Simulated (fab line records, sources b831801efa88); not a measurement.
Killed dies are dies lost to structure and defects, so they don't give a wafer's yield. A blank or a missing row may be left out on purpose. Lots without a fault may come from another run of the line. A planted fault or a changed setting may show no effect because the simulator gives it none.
fab line records | flow sky130
record lots=13 wafers=39 last_day=49
route steps=708 shown VIA2@528 VIA4@657 PASSIVATION@682 PAD_OPEN@708
lots that met no fault: from a run of the same line without faults
start_h: hours from the record's first day to the start of the lot's first wafer shown | wait_h: hours since the lot's step before | " the same as in the row above | L1.1+2: a row that stands for several wafers | - no value, or no start given | * or withheld: withheld | < > ~ a bound
route shown NAME@n: a module of which the file shows steps, and the number in the route of the first | usual: mean/standard deviation of fault-free wafers | same: alike in all rows | chamber/n: place in a boat | sites: the reading at each site | _std_site: their standard deviation | _edge_site: outer sites' mean less inner sites' | radius_mm: how far each site lies from the wafer's centre | mask NAME#n: copy n | behind: the tool/chamber that last shaped the wafer | hold: why the lot was held/for how many hours/how that ended | device: the transistor (n, p or np) that didn't switch | end of line: the same wafers' tests at the end of the route | a step without rows: its recipe alone | killed: dies lost to structure and defects at the first sort, not the wafer's yield | map: a wafer's dies, x killed, . not, _ none there
set.NAME: the setting as run; set.NAME@STEP: as run at that earlier step | model.NAME: the simulator's own value behind a step, which no gauge read
steps of the route over a sample of lots; a table a step, a row a wafer
services: from which hour (start_h, from the record's first day; less than 0 if before it) a tool's chamber was out of use, for how many hours, and why
## steps
# step SKY_VIA2_CVD_21
# recipe material=W target_thk_nm=420 time_s=126.4 temp_c=400 pressure_torr=40
# usual heater_power_w=831/79
# columns lot.wafer tool chamber start_h wait_h heater_power_w
L224.1 cvd_w-01 1 846.35 0.0 761
L224.2 " 0 " " 877
L224.3 " 1 " " 738
L225.3 cvd_w-01 1 852.86 0.1 747
L225.5 " 1 " " 745
L225.6 " 0 " " 858
L226.1 cvd_w-01 0 871.44 0.0 887
L226.2 " 1 " " 744
L226.6 " 1 " " 765
L227.2 cvd_w-01 1 874.05 0.0 763
L227.4 " 1 " " 746
L227.6 " 0 " " 881
L228.3 cvd_w-01 1 903.55 0.1 735
L228.4 " 0 " " 897
L228.6 " 0 " " 863
L231.1 cvd_w-02 0 905.99 0.0 921
L231.4 " 1 " " 886
L231.5 " 0 " " 894
L229.2 cvd_w-02 0 908.26 0.0 889
L229.3 " 0 " " 916
L229.5 " 1 " " 898
L232.1 cvd_w-02 1 909.30 0.0 901
L232.2 " 0 " " 904
L232.4 " 1 " " 905
L233.3 cvd_w-02 0 915.75 0.1 900
L233.5 " 0 " " 912
L233.6 " 1 " " 905
L235.3 cvd_w-01 1 931.32 0.2 709
L235.4 " 0 " " 845
L235.6 " 0 " " 836
L237.1 cvd_w-01 1 942.13 0.0 708
L237.3 " 1 " " 703
L237.6 " 1 " " 696
L239.3 cvd_w-01 1 953.82 0.1 724
L239.5 " 0 " " 828
L239.6 " 1 " " 710
L240.1 cvd_w-01 1 963.96 0.0 709
L240.5 " 1 " " 712
L240.6 " 0 " " 811
# step SKY_VIA4_CVD_18
# recipe material=W target_thk_nm=505 time_s=152.14 temp_c=400 pressure_torr=40
# usual heater_power_w=809/83
# columns lot.wafer tool chamber start_h wait_h heater_power_w
L224.1 cvd_w-02 1 1001.60 0.0 926
L224.2 " 0 " " 916
L224.3 " 0 " " 919
L225.3 cvd_w-01 0 1007.61 0.1 833
L225.5 " 1 " " 710
L225.6 " 0 " " 842
L226.1 cvd_w-01 1 1025.28 0.0 693
L226.2 " 0 " " 805
L226.6 " 1 " " 726
L227.2 cvd_w-01 0 1026.41 0.0 825
L227.4 " 1 " " 721
L227.6 " 0 " " 838
L228.3 cvd_w-01 1 1052.91 0.1 698
L228.4 " 0 " " 851
L228.6 " 1 " " 721
L231.1 cvd_w-01 1 1055.11 0.0 728
L231.4 " 0 " " 803
L231.5 " 1 " " 711
L229.2 cvd_w-01 1 1057.01 0.0 712
L229.3 " 0 " " 838
L229.5 " 0 " " 838
L232.1 cvd_w-01 0 1058.11 0.0 826
L232.2 " 1 " " 705
L232.4 " 0 " " 825
L233.3 cvd_w-01 1 1062.46 0.1 722
L233.5 " 1 " " 722
L233.6 " 0 " " 842
L235.3 cvd_w-02 0 1077.51 0.1 895
L235.4 " 1 " " 937
L235.6 " 1 " " 925
L237.1 cvd_w-01 0 1085.81 0.0 838
L237.3 " 0 " " 827
L237.6 " 0 " " 813
L239.3 cvd_w-01 0 1095.39 0.1 813
L239.5 " 1 " " 718
L239.6 " 0 " " 825
L240.1 cvd_w-01 1 1104.41 0.0 705
L240.5 " 1 " " 712
L240.6 " 0 " " 836
# step SKY_PASSIVATION_THK_MEAS_01
# recipe reads=SiO2_of_PASSIVATION_CVD_00
# usual PASSIVATION_CVD_00_THK=90.2/1.1
# columns lot.wafer tool chamber start_h wait_h PASSIVATION_CVD_00_THK[nm]
L224.1 film_metro-04 - 1026.37 - 91.4
L224.2 " - " " 89.8
L224.3 " - " " 92.0
L225.3 film_metro-04 - 1031.96 - 89.8
L225.5 " - " " 91.7
L225.6 " - " " 89.3
L226.1 film_metro-01 - 1048.96 - 90.0
L226.2 " - " " 90.9
L226.6 " - " " 92.3
L227.2 film_metro-01 - 1050.22 - 88.9
L227.4 " - " " 89.6
L227.6 " - " " 90.0
L228.3 film_metro-03 - 1075.67 - 90.4
L228.4 " - " " 90.5
L228.6 " - " " 90.8
L231.1 film_metro-01 - 1078.36 - 89.7
L231.4 " - " " 91.4
L231.5 " - " " 90.1
L229.2 film_metro-04 - 1079.77 - 90.1
L229.3 " - " " 88.3
L229.5 " - " " 90.8
L232.1 film_metro-01 - 1080.52 - 88.6
L232.2 " - " " 89.1
L232.4 " - " " 91.2
L233.3 film_metro-03 - 1084.54 - 89.8
L233.5 " - " " 91.6
L233.6 " - " " 91.0
L235.3 film_metro-03 - 1099.58 - 89.5
L235.4 " - " " 91.7
L235.6 " - " " 89.7
L237.1 film_metro-01 - 1107.26 - 88.6
L237.3 " - " " 88.7
L237.6 " - " " 90.8
L239.3 film_metro-03 - 1116.44 - 88.6
L239.5 " - " " 91.2
L239.6 " - " " 90.9
L240.1 film_metro-01 - 1125.92 - 90.0
L240.5 " - " " 91.6
L240.6 " - " " 90.2
# step SKY_PASSIVATION_THK_MEAS_03
# recipe reads=Si3N4_of_PASSIVATION_CVD_02
# usual PASSIVATION_CVD_02_THK=541/6.6
# columns lot.wafer tool chamber start_h wait_h PASSIVATION_CVD_02_THK[nm]
L224.1 film_metro-03 - 1026.65 - 539
L224.2 " - " " 539
L224.3 " - " " 541
L225.3 film_metro-04 - 1032.25 - 534
L225.5 " - " " 545
L225.6 " - " " 542
L226.1 film_metro-04 - 1049.25 - 536
L226.2 " - " " 536
L226.6 " - " " 539
L227.2 film_metro-01 - 1050.51 - 537
L227.4 " - " " 553
L227.6 " - " " 552
L228.3 film_metro-01 - 1075.96 - 538
L228.4 " - " " 538
L228.6 " - " " 541
L231.1 film_metro-03 - 1078.65 - 544
L231.4 " - " " 545
L231.5 " - " " 550
L229.2 film_metro-03 - 1080.05 - 532
L229.3 " - " " 534
L229.5 " - " " 540
L232.1 film_metro-04 - 1080.92 - 529
L232.2 " - " " 528
L232.4 " - " " 542
L233.3 film_metro-03 - 1084.82 - 543
L233.5 " - " " 546
L233.6 " - " " 547
L235.3 film_metro-03 - 1099.87 - 538
L235.4 " - " " 544
L235.6 " - " " 544
L237.1 film_metro-03 - 1107.55 - 533
L237.3 " - " " 531
L237.6 " - " " 546
L239.3 film_metro-04 - 1116.73 - 532
L239.5 " - " " 535
L239.6 " - " " 550
L240.1 film_metro-01 - 1126.21 - 537
L240.5 " - " " 548
L240.6 " - " " 551
# step SKY_PAD_OPEN_PROBE_99
# usual defect_limited_yield=82.2/1.9 killed_at_M0_to_M3=43/6.5 killed_at_M4_up=3.5/1.9 killed_at_contacts=24/5.4 killed_at_front_end=16/4.8 killed_at_other=0.4/0.64 killed_dies=87/9.4 killed_open=47/7 killed_short=40/6.3 sort_bin_3_pad_short=0.9/0.4 sort_bin_5_function=10.5/1.4 sort_bin_6_memory=6.3/1.1 sort_n_pass=405/9.4 sort_yield_pct=82.2/1.9
# same gross_dies=492 killed_at_back_side=0 sort_bin_4_leakage[%]=0 sort_bin_8_speed[%]=0
# columns lot.wafer tool chamber start_h wait_h defect_limited_yield[%] killed_at_M0_to_M3 killed_at_M4_up killed_at_contacts killed_at_front_end killed_at_other killed_dies killed_open killed_short sort_bin_3_pad_short[%] sort_bin_5_function[%] sort_bin_6_memory[%] sort_n_pass sort_yield_pct[%]
L231.1 prober-02 - 1121.41 0.1 80.9 40 9 26 18 1 94 53 41 0.4 10.8 7.9 398 80.9
L231.4 prober-02 - 1121.56 0.2 84.6 43 0 14 18 1 76 39 37 1.4 8.9 5.1 416 84.6
L231.5 prober-02 - 1121.61 0.2 84.3 42 4 12 16 3 77 41 36 0.6 8.7 6.3 415 84.3
L237.1 prober-01 - 1149.16 0.1 74.4 85 0 22 19 0 126 50 33 2.4 15.9 7.3 366 74.4
L237.3 prober-01 - 1149.26 0.2 75.2 81 2 23 15 1 122 37 45 2.2 16.3 6.3 370 75.2
L237.6 prober-01 - 1149.41 0.2 73.0 91 3 25 14 0 133 48 40 2.6 15.2 9.1 359 73.0
L239.3 prober-01 - 1157.41 0.2 73.6 86 1 28 15 0 130 43 45 2.6 15.0 8.7 362 73.6
L239.5 prober-01 - 1157.51 0.2 82.3 39 7 25 16 0 87 46 41 0.8 10.6 6.3 405 82.3
L239.6 prober-01 - 1157.56 0.2 73.4 90 4 18 17 2 131 30 52 2.2 17.1 7.3 361 73.4
L240.1 prober-02 - 1165.10 0.1 71.3 86 5 31 19 0 141 60 39 2.2 17.7 8.7 351 71.3
L240.5 prober-02 - 1165.30 0.2 76.2 78 4 20 15 0 117 41 33 2.0 16.7 5.1 375 76.2
L240.6 prober-02 - 1165.35 0.2 83.3 41 3 22 16 0 82 53 29 0.4 10.4 5.9 410 83.3
# killed by level:class
L231.1 LI_CONTACT:geometric_particle:open=11 VIA1:geometric_particle:open=11 VIA2:geometric_particle:open=9 METAL4:geometric_particle:short=6 POLY_GATE:geometric_particle:short=5 FIELD_ISO:geometric_particle:open=4 LI_CONTACT:geometric_particle:short=4 LOCAL_INTERCONNECT:geometric_particle:short=4
L231.4 VIA1:geometric_particle:open=11 VIA2:geometric_particle:open=9 METAL2:geometric_particle:short=8 FIELD_ISO:geometric_particle:short=5 LI_CONTACT:geometric_particle:open=5 FIELD_ISO:geometric_particle:open=4 LI_CONTACT:geometric_particle:short=4 METAL1:geometric_particle:short=4
L231.5 VIA1:geometric_particle:open=16 FIELD_ISO:geometric_particle:short=6 VIA1:geometric_particle:short=6 FIELD_ISO:geometric_particle:open=5 POLY_GATE:geometric_particle:short=3 LI_CONTACT:geometric_particle:open=3 LOCAL_INTERCONNECT:geometric_particle:short=3 CONTACT:geometric_particle:open=3
L237.1 VIA2:unspecified=43 VIA1:geometric_particle:open=11 CONTACT:geometric_particle:open=8 VIA3:geometric_particle:open=7 METAL1:geometric_particle:short=6 LI_CONTACT:geometric_particle:open=5 VIA2:geometric_particle:open=5 FIELD_ISO:geometric_particle:open=4
L237.3 VIA2:unspecified=40 METAL1:geometric_particle:short=9 CONTACT:geometric_particle:open=8 VIA1:geometric_particle:open=8 METAL2:geometric_particle:short=5 FIELD_ISO:geometric_particle:open=4 POLY_GATE:geometric_particle:open=4 POLY_GATE:geometric_particle:short=4
L237.6 VIA2:unspecified=45 VIA1:geometric_particle:open=11 CONTACT:geometric_particle:open=10 METAL1:geometric_particle:short=10 METAL2:geometric_particle:short=6 VIA2:geometric_particle:open=6 FIELD_ISO:geometric_particle:short=4 POLY_GATE:geometric_particle:open=4
L239.3 VIA2:unspecified=42 VIA1:geometric_particle:open=13 CONTACT:geometric_particle:short=8 METAL1:geometric_particle:short=6 LOCAL_INTERCONNECT:geometric_particle:short=6 CONTACT:geometric_particle:open=6 VIA3:geometric_particle:open=6 POLY_GATE:geometric_particle:short=5
L239.5 VIA1:geometric_particle:open=10 LI_CONTACT:geometric_particle:open=9 CONTACT:geometric_particle:open=8 METAL4:geometric_particle:short=6 LOCAL_INTERCONNECT:geometric_particle:short=5 VIA3:geometric_particle:open=5 FIELD_ISO:geometric_particle:open=4 VIA2:geometric_particle:open=4
L239.6 VIA2:unspecified=49 METAL2:geometric_particle:short=8 FIELD_ISO:geometric_particle:short=6 METAL1:geometric_particle:short=6 VIA1:geometric_particle:short=6 CONTACT:geometric_particle:open=5 LOCAL_INTERCONNECT:geometric_particle:short=5 VIA1:geometric_particle:open=5
L240.1 VIA2:unspecified=42 VIA1:geometric_particle:open=14 CONTACT:geometric_particle:open=11 LI_CONTACT:geometric_particle:open=9 FIELD_ISO:geometric_particle:open=6 VIA3:geometric_particle:open=6 CONTACT:geometric_particle:short=6 FIELD_ISO:geometric_particle:short=5
L240.5 VIA2:unspecified=43 VIA1:geometric_particle:open=7 CONTACT:geometric_particle:open=6 VIA3:geometric_particle:open=6 POLY_GATE:geometric_particle:open=5 CONTACT:geometric_particle:short=5 VIA2:geometric_particle:open=5 VIA2:geometric_particle:short=4
L240.6 VIA1:geometric_particle:open=15 LI_CONTACT:geometric_particle:open=10 VIA3:geometric_particle:open=8 POLY_GATE:geometric_particle:open=6 CONTACT:geometric_particle:open=6 METAL2:geometric_particle:short=4 VIA1:geometric_particle:short=4 VIA3:geometric_particle:short=4
## services
# columns tool chamber start_h hours kind
cvd_w-02 1 860.79 5.3 repair
cvd_w-01 - 904.00 14.0 pm
cvd_w-01 0 904.00 14.0 vent_cycle
cvd_w-01 1 904.00 14.0 vent_cycle
cvd_w-01 0 918.00 - clean
cvd_w-01 1 918.00 - clean
cvd_w-02 - 918.00 15.6 pm
cvd_w-02 - 933.60 6.9 pm
cvd_w-02 1 1005.81 16.1 repair
cvd_w-02 - 1006.29 1.4 repair
cvd_w-01 - 1011.43 1.9 repair
## key
first_sign step=SKY_PAD_OPEN_PROBE_99 reading=killed_at_M0_to_M3 direction=up sigmas=6.6 usual=43 struck=85
effect step=SKY_PAD_OPEN_PROBE_99 reading=killed_dies direction=up sigmas=4.4 usual=87 struck=129
met_at SKY_VIA2_CVD_21
struck_lots L237,L239,L240
struck_wafers L237.1,L237.3,L237.6,L239.3,L239.6,L240.1,L240.5
not_acting_at SKY_VIA4_CVD_18,SKY_PASSIVATION_THK_MEAS_01,SKY_PASSIVATION_THK_MEAS_03
onset_between 931.32 942.13
fault kind=chamber_particle_source tool=cvd_w-01 chamber=1 onset_h=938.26 steps=SKY_VIA2_CVD_21 rate_per_visit_cm2=0.55435 end_h=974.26
